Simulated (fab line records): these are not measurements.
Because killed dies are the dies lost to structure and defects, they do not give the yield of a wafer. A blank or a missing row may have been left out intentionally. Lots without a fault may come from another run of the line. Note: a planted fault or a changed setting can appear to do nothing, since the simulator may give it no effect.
fab line records	flow gf180mcu
[record] lots = 12	wafers = 36	last-day = 34
route steps=602 shown MVPSD@139 HV_LDD@207 NSD@247
lots with no fault: from the same line, run without faults
start-h: hours from the record's opening day to when the first of the lot's shown wafers began	wait-h: hours elapsed since this lot's preceding step	" same as the row above	L1.1+2: a row that stands for several wafers	- no value present, or no start provided	* or withheld: withheld	< > ~ a bound
route shown NAME@n: NAME is a module with steps in the file, n the number in the route of the first one	usual: the fault-free wafers' mean and standard deviation	same: alike in all rows	chamber/n: place in a boat	sites: readings site by site	_std_site: standard deviation of those values	_edge_site: the outer-site mean with the inner-site mean subtracted	radius-mm: how far each site lies from the wafer's centre	mask NAME#n: copy n	behind: the tool/chamber that last shaped the wafer	hold: why the lot went on hold/how many hours it stayed there/how the hold came to an end	device: the transistor (n, p or np) that didn't switch	end of line: at the end of the route, the tests of the same wafers	for a step that has no rows: nothing shown but its recipe	killed: dies that structure and defects cost at the first sort, which is not the same as the wafer's yield	map: per-die view of a wafer (x killed, . not killed, _ where there is no die)
set.NAME: the setting as run; set.NAME@STEP: as run at that earlier step	model.NAME: the simulator's own value behind a step, which no gauge read
route steps across a sampled set of lots; one table per step, one row per wafer
services: the hour from which a tool's chamber was out of use, counted from the record's first day as start-h (under 0 if before that day), plus the number of hours and why
[[steps]]
[step GF_VT_IMPLANT_RS_MEAS_49]
[recipe] thk-meas-gauge = four-point-probe
[usual] MVPSD_RS = 1171/3.1
lot.wafer	tool	chamber	start-h	wait-h	MVPSD_RS[ohm/sq]
L796.2	film-metro-02	-	155.17	0.1	1173
L796.4	"	-	"	"	1171
L796.6	"	-	"	"	1172
L797.1	film-metro-02	-	161.46	0.1	1172
L797.3	"	-	"	"	1170
L797.6	"	-	"	"	1174
L799.1	film-metro-01	-	182.24	0.1	1173
L799.2	"	-	"	"	1174
L799.4	"	-	"	"	1172
L801.3	film-metro-02	-	193.68	0.1	1173
L801.4	"	-	"	"	1171
L801.5	"	-	"	"	1170
L803.1	film-metro-03	-	210.90	0.1	1169
L803.2	"	-	"	"	1172
L803.5	"	-	"	"	1171
L806.1	film-metro-03	-	222.95	0.1	1170
L806.4	"	-	"	"	1167
L806.5	"	-	"	"	1165
L807.1	film-metro-02	-	232.84	0.1	1174
L807.2	"	-	"	"	1175
L807.4	"	-	"	"	1173
L808.1	film-metro-02	-	241.39	0.1	1177
L808.4	"	-	"	"	1169
L808.5	"	-	"	"	1172
L816.1	film-metro-01	-	296.14	0.1	1173
L816.4	"	-	"	"	1174
L816.6	"	-	"	"	1178
L817.1	film-metro-03	-	299.75	0.1	1170
L817.4	"	-	"	"	1167
L817.6	"	-	"	"	1168
L818.1	film-metro-02	-	304.90	0.1	1166
L818.4	"	-	"	"	1169
L818.5	"	-	"	"	1169
L819.2	film-metro-02	-	312.06	0.1	1168
L819.3	"	-	"	"	1170
L819.4	"	-	"	"	1169
[step GF_HV_LDD_CD_MEAS_31]
[recipe] target-cd-nm = 400
[usual] cd-nm = 400.2/2.3
lot.wafer	tool	chamber	start-h	wait-h	cd-nm
L796.2	cd-sem-01	-	247.52	0.1	404.2
L796.4	"	-	"	"	400.3
L796.6	"	-	"	"	402.3
L797.1	cd-sem-02	-	256.95	0.1	405.4
L797.3	"	-	"	"	405.0
L797.6	"	-	"	"	405.7
L799.1	cd-sem-02	-	281.30	0.1	401.3
L799.2	"	-	"	"	400.5
L799.4	"	-	"	"	402.8
L801.3	cd-sem-01	-	295.49	0.1	399.5
L801.4	"	-	"	"	399.5
L801.5	"	-	"	"	399.0
L803.1	cd-sem-02	-	314.22	0.1	401.5
L803.2	"	-	"	"	402.6
L803.5	"	-	"	"	401.6
L806.1	cd-sem-02	-	328.10	0.1	401.4
L806.4	"	-	"	"	399.7
L806.5	"	-	"	"	402.3
L807.1	cd-sem-01	-	338.14	0.1	398.6
L807.2	"	-	"	"	397.9
L807.4	"	-	"	"	400.7
L808.1	cd-sem-02	-	347.70	0.1	397.6
L808.4	"	-	"	"	396.4
L808.5	"	-	"	"	398.1
L816.1	cd-sem-01	-	414.51	0.1	400.1
L816.4	"	-	"	"	401.0
L816.6	"	-	"	"	399.7
L817.1	cd-sem-01	-	420.69	0.1	397.8
L817.4	"	-	"	"	398.8
L817.6	"	-	"	"	398.1
L818.1	cd-sem-01	-	424.74	0.1	398.9
L818.4	"	-	"	"	398.0
L818.5	"	-	"	"	399.7
L819.2	cd-sem-01	-	429.06	0.1	401.2
L819.3	"	-	"	"	403.1
L819.4	"	-	"	"	400.1
[step GF_HV_LDD_CVD_56]
[recipe] material = Si3N4	precursor = DCS/NH3	target-thk-nm = 90	temp-c = 770	time-s = 1543	pressure-mtorr = 250
[usual] spike-tc-bottom-C = 789.3/1.8	spike-tc-centre-C = 770.6/1	spike-tc-lower-C = 770.3/1.3	spike-tc-top-C = 783.1/2.8	spike-tc-upper-C = 770.5/1.2	susceptor-temp-C = 770.1/0.32
lot.wafer	tool	chamber	start-h	wait-h	spike-tc-bottom-C	spike-tc-centre-C	spike-tc-lower-C	spike-tc-top-C	spike-tc-upper-C	susceptor-temp-C
L796.2	lpcvd-01	1	269.64	0.0	791.6	770.4	771.2	787.0	768.4	770.2
L796.4	"	1	"	"	791.4	769.3	772.7	786.4	768.1	770.1
L796.6	"	1	"	"	792.7	768.1	772.5	786.7	769.6	769.7
L797.1	lpcvd-01	1	277.78	0.1	792.8	769.1	772.0	785.6	768.2	770.5
L797.3	"	1	"	"	791.6	770.5	769.7	786.1	771.2	769.7
L797.6	"	1	"	"	793.3	771.0	770.1	787.4	769.0	769.8
L799.1	lpcvd-01	0	303.94	0.1	789.2	772.3	769.6	779.9	770.2	769.9
L799.2	"	0	"	"	790.5	771.1	768.9	782.5	771.2	770.2
L799.4	"	0	"	"	788.3	772.1	767.6	779.4	770.6	769.6
L801.3	lpcvd-02	0	319.64	0.0	785.9	772.2	769.2	786.3	770.7	770.7
L801.4	"	0	"	"	786.7	771.1	770.2	785.5	771.2	770.4
L801.5	"	0	"	"	785.7	771.4	769.9	786.6	771.5	770.4
L803.1	lpcvd-02	0	338.98	1.0	785.5	771.5	769.1	785.6	771.1	769.9
L803.2	"	0	"	"	787.8	770.8	770.2	786.0	770.0	769.7
L803.5	"	0	"	"	786.8	771.6	772.1	784.9	769.1	769.7
L806.1	lpcvd-02	1	352.19	0.1	789.2	769.9	770.2	781.4	770.7	770.1
L806.4	"	1	"	"	788.5	771.1	770.9	777.9	772.0	770.1
L806.5	"	1	"	"	788.3	771.7	768.4	782.1	771.2	769.9
L807.1	lpcvd-02	1	362.27	0.1	766.1	747.4	747.4	757.5	749.2	748.0
L807.2	"	1	"	"	767.4	748.4	748.4	758.7	748.4	748.1
L807.4	"	1	"	"	764.4	749.3	747.7	760.0	748.9	748.0
L808.1	lpcvd-02	1	372.30	0.1	768.5	748.3	747.9	758.9	746.4	748.0
L808.4	"	1	"	"	766.2	750.2	749.6	759.2	749.3	748.7
L808.5	"	1	"	"	766.6	748.2	747.3	758.8	749.9	748.1
L816.1	lpcvd-02	1	440.70	0.1	789.3	770.9	768.6	780.7	770.2	770.5
L816.4	"	1	"	"	788.5	771.6	773.1	780.3	772.4	770.5
L816.6	"	1	"	"	788.4	771.9	771.4	780.6	770.5	770.6
L817.1	lpcvd-01	1	447.86	0.1	791.8	770.4	772.6	786.8	767.3	770.3
L817.4	"	1	"	"	792.4	771.1	771.3	785.2	767.7	770.6
L817.6	"	1	"	"	790.6	769.9	771.6	786.8	767.4	770.0
L818.1	lpcvd-02	1	452.31	0.1	789.3	770.4	770.3	780.6	771.9	770.2
L818.4	"	1	"	"	788.4	769.6	770.9	780.1	768.1	769.9
L818.5	"	1	"	"	789.5	770.1	771.2	780.1	770.9	770.0
L819.2	lpcvd-02	0	455.90	0.0	786.8	770.4	768.6	787.4	769.6	770.6
L819.3	"	0	"	"	785.7	771.3	769.1	787.9	770.5	770.4
L819.4	"	0	"	"	785.2	769.6	770.6	784.9	771.8	770.3
[step GF_HV_LDD_THK_MEAS_57]
[recipe] reads = Si3N4_of_HV_LDD_CVD_56
[usual] HV_LDD_CVD_56_THK = 90.3/0.79
lot.wafer	tool	chamber	start-h	wait-h	HV_LDD_CVD_56_THK[nm]
L796.2	film-metro-02	-	271.08	0.0	91.6
L796.4	"	-	"	"	91.7
L796.6	"	-	"	"	91.6
L797.1	film-metro-01	-	279.21	0.0	89.9
L797.3	"	-	"	"	89.8
L797.6	"	-	"	"	89.5
L799.1	film-metro-02	-	305.36	0.0	90.3
L799.2	"	-	"	"	90.4
L799.4	"	-	"	"	90.2
L801.3	film-metro-01	-	321.09	0.0	90.6
L801.4	"	-	"	"	90.3
L801.5	"	-	"	"	90.2
L803.1	film-metro-03	-	340.41	0.0	88.8
L803.2	"	-	"	"	90.0
L803.5	"	-	"	"	89.4
L806.1	film-metro-01	-	353.61	0.0	90.0
L806.4	"	-	"	"	90.1
L806.5	"	-	"	"	90.3
L807.1	film-metro-02	-	363.70	0.0	58.0
L807.2	"	-	"	"	58.1
L807.4	"	-	"	"	58.9
L808.1	film-metro-02	-	373.73	0.0	59.0
L808.4	"	-	"	"	58.5
L808.5	"	-	"	"	58.8
L816.1	film-metro-02	-	442.12	0.0	89.7
L816.4	"	-	"	"	88.6
L816.6	"	-	"	"	89.3
L817.1	film-metro-03	-	449.29	0.0	91.3
L817.4	"	-	"	"	91.4
L817.6	"	-	"	"	91.8
L818.1	film-metro-03	-	453.74	0.0	91.8
L818.4	"	-	"	"	92.2
L818.5	"	-	"	"	91.8
L819.2	film-metro-01	-	457.34	0.0	90.3
L819.3	"	-	"	"	90.3
L819.4	"	-	"	"	90.6
[step GF_HV_LDD_ETCHBACK_58]
[recipe] chemistry = CH3F/O2	target = Si3N4	stop-on = SiO2	source-w = 400	bias-w = 80	pressure-mtorr = 25	ch3f-flow-sccm = 40	O2_flow_sccm = 30	time-s = 100	target-depth-a = 900
[usual] drypump-motor-current-A = 5.8/0.48	oes-product-au = 0.844/0.006	throttle-valve-pct = 10.563/0.0087
lot.wafer	tool	chamber	start-h	wait-h	drypump-motor-current-A	oes-product-au	rf-hours-counter-h	throttle-valve-pct
L796.2	rie-diel-01	0	271.13	0.0	6.2	0.851	5	10.570
L796.4	"	1	"	"	5.2	0.859	77	10.561
L796.6	"	0	"	"	6.2	0.857	-	10.568
L797.1	rie-diel-03	1	279.27	0.1	6.3	0.849	78	10.569
L797.3	"	0	"	"	4.9	0.853	32	10.557
L797.6	"	2	"	"	5.1	0.844	-	10.554
L799.1	rie-diel-03	2	305.42	0.1	5.1	0.845	125	10.566
L799.2	"	0	"	"	4.9	0.838	32	10.572
L799.4	"	3	"	"	5.3	0.845	95	10.569
L801.3	rie-diel-02	2	321.13	0.0	6.1	0.852	91	10.575
L801.4	"	0	"	"	6.2	0.835	15	10.579
L801.5	"	2	"	"	6.1	0.845	-	10.586
L803.1	rie-diel-02	3	340.47	0.1	5.6	0.838	82	10.550
L803.2	"	1	"	"	5.8	0.846	2	10.559
L803.5	"	0	"	"	6.2	0.836	-	10.557
L806.1	rie-diel-02	2	353.67	0.1	6.1	0.833	92	10.571
L806.4	"	0	"	"	6.2	0.846	15	10.558
L806.5	"	2	"	"	6.1	0.839	-	10.566
L807.1	rie-diel-03	3	363.76	0.1	5.3	0.679	96	10.546
L807.2	"	1	"	"	6.3	0.682	80	10.543
L807.4	"	0	"	"	5.0	0.685	34	10.533
L808.1	rie-diel-02	1	373.79	0.1	5.8	0.683	3	10.553
L808.4	"	3	"	"	5.6	0.675	83	10.527
L808.5	"	2	"	"	6.1	0.679	-	10.548
L816.1	rie-diel-01	1	442.18	0.1	5.3	0.842	83	10.575
L816.4	"	2	"	"	6.0	0.837	27	10.554
L816.6	"	1	"	"	5.3	0.841	-	10.568
L817.1	rie-diel-02	2	449.35	0.1	6.1	0.853	94	10.569
L817.4	"	1	"	"	5.8	0.849	5	10.562
L817.6	"	0	"	"	6.2	0.848	-	10.568
L818.1	rie-diel-01	2	453.80	0.1	6.0	0.859	27	10.562
L818.4	"	0	"	"	6.2	0.851	11	10.561
L818.5	"	0	"	"	6.2	0.853	-	10.560
L819.2	rie-diel-02	1	457.39	0.0	5.8	0.850	5	10.562
L819.3	"	2	"	"	6.1	0.838	94	10.557
L819.4	"	3	"	"	5.6	0.851	85	10.557
[step GF_NSD_TW_MEAS_12]
[usual] NSD_TW = 4266/47
lot.wafer	tool	chamber	start-h	wait-h	NSD_TW
L796.2	film-metro-04	-	290.96	0.1	4317
L796.4	"	-	"	"	4303
L796.6	"	-	"	"	4283
L797.1	film-metro-04	-	299.75	0.1	4315
L797.3	"	-	"	"	4289
L797.6	"	-	"	"	4318
L799.1	film-metro-04	-	326.89	0.1	4326
L799.2	"	-	"	"	4329
L799.4	"	-	"	"	4342
L801.3	film-metro-03	-	342.47	0.1	4224
L801.4	"	-	"	"	4231
L801.5	"	-	"	"	4236
L803.1	film-metro-04	-	363.30	0.1	4300
L803.2	"	-	"	"	4318
L803.5	"	-	"	"	4326
L806.1	film-metro-01	-	375.90	0.1	4203
L806.4	"	-	"	"	4182
L806.5	"	-	"	"	4181
L807.1	film-metro-04	-	386.29	0.1	4294
L807.2	"	-	"	"	4288
L807.4	"	-	"	"	4264
L808.1	film-metro-01	-	396.59	0.1	4257
L808.4	"	-	"	"	4230
L808.5	"	-	"	"	4208
L816.1	film-metro-01	-	467.30	0.1	4180
L816.4	"	-	"	"	4207
L816.6	"	-	"	"	4197
L817.1	film-metro-01	-	473.83	0.1	4173
L817.4	"	-	"	"	4191
L817.6	"	-	"	"	4171
L818.1	film-metro-04	-	478.73	0.1	4304
L818.4	"	-	"	"	4294
L818.5	"	-	"	"	4315
L819.2	film-metro-03	-	481.71	0.1	4258
L819.3	"	-	"	"	4248
L819.4	"	-	"	"	4240
[[services]]
tool	chamber	start-h	hours	kind
rie-diel-02	1	266.16	3.1	repair
rie-diel-03	3	269.97	15.5	repair
rie-diel-02	0	298.22	15.4	repair
lpcvd-01	-	314.29	6.0	pm
lpcvd-02	-	323.56	1.1	repair
rie-diel-03	2	327.57	-	clean
rie-diel-03	2	327.57	20.2	scheduled-down
rie-diel-03	2	327.57	20.2	vent-cycle
rie-diel-03	3	333.72	7.1	repair
rie-diel-03	0	348.72	4.1	repair
rie-diel-03	-	372.10	2.1	repair
rie-diel-01	0	372.62	2.3	repair
rie-diel-01	3	376.73	-	clean
rie-diel-01	3	376.73	18.4	scheduled-down
rie-diel-01	3	376.73	18.4	vent-cycle
rie-diel-03	-	382.49	40.1	repair
rie-diel-03	2	386.63	7.2	repair
rie-diel-03	-	386.98	0.3	repair
rie-diel-01	-	405.24	0.6	repair
[[key]]
[first-sign] step = GF_HV_LDD_CVD_56	reading = susceptor-temp-C	direction = down	sigmas = 68	usual = *	struck = *
[effect] step = GF_HV_LDD_CVD_56	reading = spike-tc-centre-C	direction = down	sigmas = 21	usual = 770.6	struck = 748.6
[effect] step = GF_HV_LDD_THK_MEAS_57	reading = HV_LDD_CVD_56_THK	direction = down	sigmas = 40	usual = 90.3	struck = 58.6
[effect] step = GF_HV_LDD_ETCHBACK_58	reading = oes-product-au	direction = down	sigmas = 27	usual = 0.844	struck = 0.681
met-at GF_HV_LDD_CVD_56
struck-lots L807,L808
tester-left-out L807,L808
not-acting-at GF_VT_IMPLANT_RS_MEAS_49,GF_HV_LDD_CD_MEAS_31,GF_NSD_TW_MEAS_12
onset-between 352.19 362.27
[fault] kind = process-parameter-drift	tool = lpcvd-02	chamber = -	onset-h = 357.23	steps = GF_HV_LDD_CVD_56	channel = temp-c	offset = *	shape = step	end-h = 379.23	acts-in = *	stated = *
// tester-left-out: of these lots the tester's yield and bins aren't shown, on N5 and GAA mostly nor the transistor test; their killed dies are dies lost to structure and defects alone, not to doping, threshold or leakage, so they don't give the yield
